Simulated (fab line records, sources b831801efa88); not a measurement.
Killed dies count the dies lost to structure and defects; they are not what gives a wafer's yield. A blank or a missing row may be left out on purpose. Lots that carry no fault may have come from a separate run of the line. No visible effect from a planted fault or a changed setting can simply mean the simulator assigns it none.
Comparing a struck lot with a sound one :: flow sky130 :: 18 steps out of a route of 708
Sound: the wafers L472.1, L472.4, L472.6. Struck: wafers L477.1, L477.3 (left out: L477.5, a lot-mate that was not struck); the cause follows at the end.
For every step that has rows: the tool of each side, followed by ch and its chambers, followed by its first start. Under that, the readings that differ: sound wafers :: struck wafers :: difference of the means :: sigmas: that difference in standard deviations of wafers without a fault.
alike: readings whose means differ by less than 2 such deviations, and words and numbers that are the same on both sides. not compared: withheld readings, readings that some wafer has no value for, bounds like >300 that may hide the same value, and numbers for which the record gives no deviation and whose values overlap.
The two part at a step that has a row with sigmas, a row that says differs or no value, or rows on one side only. When numbers do not overlap yet have no deviation, they are printed without sigmas and do not part them. Lack of a reading on every wafer of one side parts them only where that side has two or more wafers.

first, 3 steps without rows for these wafers: SKY_VIA3_EXPOSE_09 (exposes mask VIM3, target cd 200 nm); SKY_VIA3_PEB_10; SKY_VIA3_DEVELOP_11 (develop time 60 s).
SKY_VIA3_CD_MEAS_12: target cd 200 nm.
  sound: cd sem-01 at day 43 05:52; struck: cd sem-01 at day 44 17:10
  alike: cd nm
SKY_VIA3_OVL_MEAS_13:
  sound: overlay-01 at day 43 05:59; struck: overlay-02 at day 44 17:17
reading: VIA3_OVL (nm)
sound: -9 -9 -10
struck: 6 3
difference: +14
sigmas: +2
SKY_VIA3_ETCH_14: etches BARC in N2/H2, stops on SiO2, time 45.9 s, target depth 60 nm.
  sound on rie diel-01 ch 2,3, day 43 06:02; struck on rie diel-04 ch 0,3, day 44 17:20
  alike: drypump motor current A, h2 flow sccm, oes product au, throttle valve pct
  not compared: rf hours counter h
SKY_VIA3_ETCH_15: etches SiO2 in C4F8/O2/Ar, stops on TiN, target depth 507 nm, time 78 s.
  sound on rie diel-01 ch 2,3, day 43 06:04; struck on rie diel-04 ch 0,3, day 44 17:22
  alike: oes product au
  not compared: rf hours counter h
SKY_VIA3_STRIP_16: strips in O2/N2.
  sound on plasma asher-04 ch 0,1, day 43 06:08; struck on plasma asher-04 ch 0, day 44 17:26
  alike: drypump motor current A, oes product au, strip time to endpoint s
  not compared: rf hours counter h
then, 3 steps without rows for these wafers: SKY_VIA3_STRIP_17 (strips in post etch residue remover, time 1200 s); SKY_VIA3_CLEAN_18 (cleans in IPA, time 180 s); SKY_VIA3_CLEAN_19 (cleans in O3/DIW).
SKY_VIA3_SPUTTER_20: material TiN, target thk 20 nm, time 80 s.
  sound: pvd sputter-03 at day 43 06:50; struck: pvd sputter-01 at day 44 18:12
  alike: cathode dc power W, throttle valve pct
SKY_VIA3_CVD_21: deposits W, target thk 390 nm, time 117.31 s.
  sound on cvd w-01 ch 1, day 43 06:55; struck on cvd w-02 ch 0, day 44 18:16
reading: model.W_of_VIA3_CVD_21.thk nm (nm)
sound: 387.9 394 392.9
struck: 585.4 584.2
difference: +193.2
sigmas: 
  alike: heater power w
SKY_VIA3_RS_MEAS_22: the measuring method here is four-point-probe.
  sound: film metro-04 at day 43 07:09; struck: film metro-03 at day 44 18:23
reading: VIA3_W_RS (ohm/sq)
sound: 0.295 0.290 0.291
struck: 0.196 0.196
difference: -0.096
sigmas: -28
SKY_VIA3_THK_MEAS_23: measures by xrf.
  sound: film metro-04 at day 43 07:16; struck: film metro-03 at day 44 18:31
reading: VIA3_W_THK (nm)
sound: 381 385 383
struck: - -
difference: no value on the struck wafers
sigmas: 
SKY_VIA3_CMP_24: polishes, stops on SiO2, t overpolish 20 s, target thk 0 nm.
  sound on cmp-01 ch 0,1,2, day 43 07:26; struck on cmp-02 ch 2,3, day 44 18:37
reading: time to endpoint s (s)
sound: 86 92 95
struck: 137 143
difference: +49
sigmas: +10
  alike: motor current A
SKY_METAL4_SPUTTER_00: material Ti, target thk 15 nm, time 10 s.
  sound: pvd sputter-04 at day 43 07:38; struck: pvd sputter-03 at day 44 18:52
  alike: cathode dc power W, throttle valve pct
following that, these wafers have no rows for 1 step: SKY_PAD_OPEN_PROBE_99.

## WHERE THEY PART
Earliest at SKY_VIA3_OVL_MEAS_13; latest, in this record, at SKY_VIA3_CMP_24. Later steps at which nothing parts them and some readings are alike: SKY_METAL4_SPUTTER_00.

WHY: the cause the simulator had injected
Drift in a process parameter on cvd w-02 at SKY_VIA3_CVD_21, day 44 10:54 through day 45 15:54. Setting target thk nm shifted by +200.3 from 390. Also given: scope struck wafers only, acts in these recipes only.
